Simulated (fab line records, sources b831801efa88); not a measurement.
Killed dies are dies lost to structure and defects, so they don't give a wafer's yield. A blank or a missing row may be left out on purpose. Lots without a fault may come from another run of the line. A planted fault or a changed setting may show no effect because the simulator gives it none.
Which tool did it? | flow sky130 | 11 lots, 33 wafers sampled, at 3 steps of a route of 708

WHAT THE GAUGES READ, wafer by wafer
SKY_FIELD_ISO_THK_MEAS_04.
lot  | measured    | on            | FIELD_ISO_CVD_03_THK (nm)
L730 | day 1 17:26 | film_metro-03 | 165.3 164.9 164.3
L732 | day 2 01:36 | film_metro-04 | 165.1 166.4 167.0
L735 | day 2 19:25 | film_metro-04 | 166.7 165.7 165.3
L736 | day 3 02:29 | film_metro-03 | 168.6 168.8 168.8
L737 | day 3 12:44 | film_metro-04 | 167.0 167.1 166.7
L742 | day 4 06:16 | film_metro-03 | 166.2 166.4 167.7
L744 | day 4 13:55 | film_metro-01 | 164.6 164.3 164.3
L745 | day 4 20:13 | film_metro-01 | 164.9 163.3 164.2
L746 | day 5 00:42 | film_metro-04 | 167.4 167.8 168.2
L750 | day 5 18:45 | film_metro-03 | 164.1 165.7 165.2
L753 | day 6 08:30 | film_metro-04 | 165.1 165.7 166.8

SKY_FIELD_ISO_CD_MEAS_13: target cd 150 nm.
lot  | measured    | on        | cd_nm (nm)
L730 | day 2 08:20 | cd_sem-02 | 150.4 150.8 148.4
L732 | day 2 16:59 | cd_sem-02 | 150.2 149.9 149.5
L735 | day 3 10:44 | cd_sem-02 | 149.1 150.1 148.9
L736 | day 3 17:44 | cd_sem-02 | 146.7 146.6 147.1
L737 | day 4 05:02 | cd_sem-02 | 149.8 149.1 149.5
L742 | day 4 22:29 | cd_sem-02 | 149.6 149.9 148.8
L744 | day 5 06:53 | cd_sem-02 | 149.0 148.4 149.8
L745 | day 5 12:56 | cd_sem-01 | 130.3 129.9 131.0
L746 | day 5 18:32 | cd_sem-02 | 147.8 148.5 149.0
L750 | day 6 13:02 | cd_sem-02 | 148.9 149.4 151.0
L753 | day 7 03:52 | cd_sem-02 | 148.7 148.2 149.0

WHICH TOOL RAN EACH LOT (tool, then ch and the chambers of the sampled wafers, then the start)
lot  | SKY_FIELD_ISO_EXPOSE_10
L730 | krf_scanner-02 ch 0, day 2 01:03
L732 | krf_scanner-01 ch 0, day 2 09:34
L735 | krf_scanner-02 ch 0, day 3 03:20
L736 | krf_scanner-02 ch 0, day 3 10:23
L737 | krf_scanner-02 ch 0, day 3 21:14
L742 | krf_scanner-02 ch 0, day 4 14:17
L744 | krf_scanner-02 ch 0, day 4 22:43
L745 | krf_scanner-02 ch 0, day 5 04:23
L746 | krf_scanner-01 ch 0, day 5 09:34
L750 | krf_scanner-01 ch 0, day 6 04:16
L753 | krf_scanner-01 ch 0, day 6 18:10
- SKY_FIELD_ISO_EXPOSE_10: exposes mask FOM, target cd 150 nm.

WHAT THE TOOLS THEMSELVES READ (means of the sampled wafers that have a number; where no wafer has one, the mark that the record gives instead)
SKY_FIELD_ISO_EXPOSE_10.
lot  | tool           | exposure_dose_mJ_cm2
L730 | krf_scanner-02 | 28.036
L732 | krf_scanner-01 | 27.993
L735 | krf_scanner-02 | 27.970
L736 | krf_scanner-02 | 27.943
L737 | krf_scanner-02 | 28.002
L742 | krf_scanner-02 | 27.990
L744 | krf_scanner-02 | 27.988
L745 | krf_scanner-02 | 27.971
L746 | krf_scanner-01 | 27.987
L750 | krf_scanner-01 | 28.003
L753 | krf_scanner-01 | 27.960

THE ANSWER, worked out from the rows above alone
Rule: what is usual is taken from the lots themselves. Put in order of their means at a reading, lots are off if they are a third of the lots or fewer, leave a main group of 4 or more, and stand apart from it by a gap of 3 or more times the standard deviation of the main group's means; of several such gaps the widest counts. A main group whose means are all the same, to the digits that the tables above print for the reading, isn't used. A lot without any number at a reading at which 4 lots or more have one is off too. The other lots that the step has rows for count as sound. The gauges are gone through in route order, then the tools' own readings, and for those a lot's mean is taken as printed above. The first step at which some lot is off is used, and at that step the reading that is off furthest; a lot without a number counts as furthest.
Off: L745, at SKY_FIELD_ISO_CD_MEAS_13 (cd_nm). The main group: mean 149.1 nm, standard deviation 0.89.
A tool fits if, at a process step before that reading, it ran every lot that is off, and no sound lot after the first of them. The gauges at SKY_FIELD_ISO_CD_MEAS_13 are tried like those tools. Can't be told from this: 2 tools fit, krf_scanner-02 at SKY_FIELD_ISO_EXPOSE_10, cd_sem-01 at SKY_FIELD_ISO_CD_MEAS_13.

WHAT THE SIMULATOR HAD PUT IN
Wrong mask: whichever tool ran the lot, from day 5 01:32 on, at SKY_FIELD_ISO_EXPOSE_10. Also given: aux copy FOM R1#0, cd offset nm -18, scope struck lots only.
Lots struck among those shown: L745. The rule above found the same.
